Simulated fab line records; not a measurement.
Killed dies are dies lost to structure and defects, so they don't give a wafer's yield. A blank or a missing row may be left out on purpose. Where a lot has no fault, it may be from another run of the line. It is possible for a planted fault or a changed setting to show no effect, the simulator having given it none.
Struck lot and sound lot, side by side || flow sfqLine || 15 out of 325 route steps
Sound: wafers L469.1, L469.4, L469.6. Struck: wafers L461.2, L461.5. At the end, the cause is stated.
Each step with rows lists, per side, the tool, then ch with its chambers, then its first start. Under that, the readings that differ: sound wafers || struck wafers || difference of the means || sigmas: that difference in standard deviations of wafers without a fault.
alike: a reading whose means differ by less than 2 such deviations, as well as words and numbers matching on both sides. not compared: withheld readings; readings where some wafer has no value; bounds like >300 that might hide an equal value; numbers whose values overlap and for which the record gives no deviation.
The two part at a step that has a row with sigmas, a row that says differs or no value, or rows on one side only. Non-overlapping numbers with no deviation appear without sigmas and do not part them. Lack of a reading on every wafer of one side parts them only where that side has two or more wafers.

first, 1 step without rows for these wafers: SFQ_TRILAYER_M3_STRIP_SOLV_CLEAN_080 (cleans in NMP, time 600 s).
SFQ_TRILAYER_I3_DEP_PECVD_081: deposits SiO2 from SiH4/N2O, time 111.11 s, target thk 500 nm.
  sound on pecvd-02 ch 0,2, day 37 17:13; struck on pecvd-01 ch 0,2, day 35 04:02
  alike: heaterPowerW, throttleValvePct
SFQ_TRILAYER_I3_CMP_CMP_082: polishes SiO2.
  sound on cmp-01 ch 0,2, day 38 06:43; struck on cmp-01 ch 0,2, day 35 16:43
  alike: motorCurrentA, timeToEndpointS
SFQ_I3_BOW_MEAS_922:
  sound on filmMetro-02, day 38 09:13; struck on filmMetro-02, day 35 18:14
  alike: I3_BOW
SFQ_TRILAYER_I3_METRO_MEASURE_083:
  sound on filmMetro-02, day 38 09:20; struck on filmMetro-02, day 35 18:32
  alike: thkNm
then, 6 steps without rows for these wafers: SFQ_TRILAYER_I3_VIA_LITHO_COAT_090 (resist thk 62 nm); SFQ_TRILAYER_I3_VIA_LITHO_COAT_085 (resist thk 650 nm); SFQ_TRILAYER_I3_VIA_LITHO_SOFTBAKE_089; SFQ_TRILAYER_I3_VIA_LITHO_EXPOSE_086 (exposes mask I3, target cd 500 nm); SFQ_TRILAYER_I3_VIA_LITHO_PEB_088 (peb time 60 s); SFQ_TRILAYER_I3_VIA_LITHO_DEVELOP_087 (time 60 s).
-- the record jumps here: 6 days lie between the struck wafers' starts before and after --
SFQ_I3_OVL_MEAS_923:
  sound on overlay-01, day 44 04:38; struck on overlay-01, day 41 14:49
  alike: I3_OVL
SFQ_TRILAYER_I3_VIA_BARC_OPEN_VIA_ETCH_121: etches BARC in O2, target depth 125 nm, time 41.7 s.
  sound on rieDiel-01 ch 0,1,2, day 44 04:40; struck on rieDiel-02 ch 0,3, day 41 14:51
{"reading": "oesProductAu (a.u.)", "sound": "0.687 0.685 0.682", "struck": "0.641 0.639", "difference": -0.045, "sigmas": -9}
{"reading": "runLengthS (s)", "sound": "70.7 70.4 70.2", "struck": "76.9 77.8", "difference": "+6.9", "sigmas": "+19"}
{"reading": "model.KrF_of_TRILAYER_I3_VIA_LITHO_COAT_085.thkNm (nm)", "sound": "573.9 575.6 576", "struck": "566.7 567.6", "difference": -8.0, "sigmas": ""}
  alike: drypumpMotorCurrentA
  not compared: rfHoursCounterH
SFQ_TRILAYER_I3_VIA_ETCH_VIA_ETCH_088: etches SiO2 in CHF3, stops on Nb, target depth 260 nm.
  sound on rieDiel-01 ch 0,1,2, day 44 04:43; struck on rieDiel-02 ch 0,3, day 41 14:53
{"reading": "model.KrF_of_TRILAYER_I3_VIA_LITHO_COAT_085.thkNm (nm)", "sound": "528.8 530.9 531.8", "struck": "522.5 523.8", "difference": -7.4, "sigmas": ""}
  alike: drypumpMotorCurrentA, oesProductAu
SFQ_TRILAYER_I3_VIA_STRIP_STRIP_089: strips in O2.
  sound on rieMetal-01 ch 0, day 44 04:50; struck on rieMetal-04 ch 0, day 41 15:00
  alike: drypumpMotorCurrentA, oesProductAu
  not compared: rfHoursCounterH

WHERE THEY PART
At SFQ_TRILAYER_I3_VIA_BARC_OPEN_VIA_ETCH_121 and nowhere else, as far as this record goes. Later steps at which nothing parts them and some readings are alike: SFQ_TRILAYER_I3_VIA_ETCH_VIA_ETCH_088, SFQ_TRILAYER_I3_VIA_STRIP_STRIP_089.

WHY: whatever the simulator had introduced
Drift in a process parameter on rieDiel-02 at SFQ_TRILAYER_I3_VIA_BARC_OPEN_VIA_ETCH_121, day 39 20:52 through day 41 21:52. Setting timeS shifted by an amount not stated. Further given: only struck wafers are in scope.
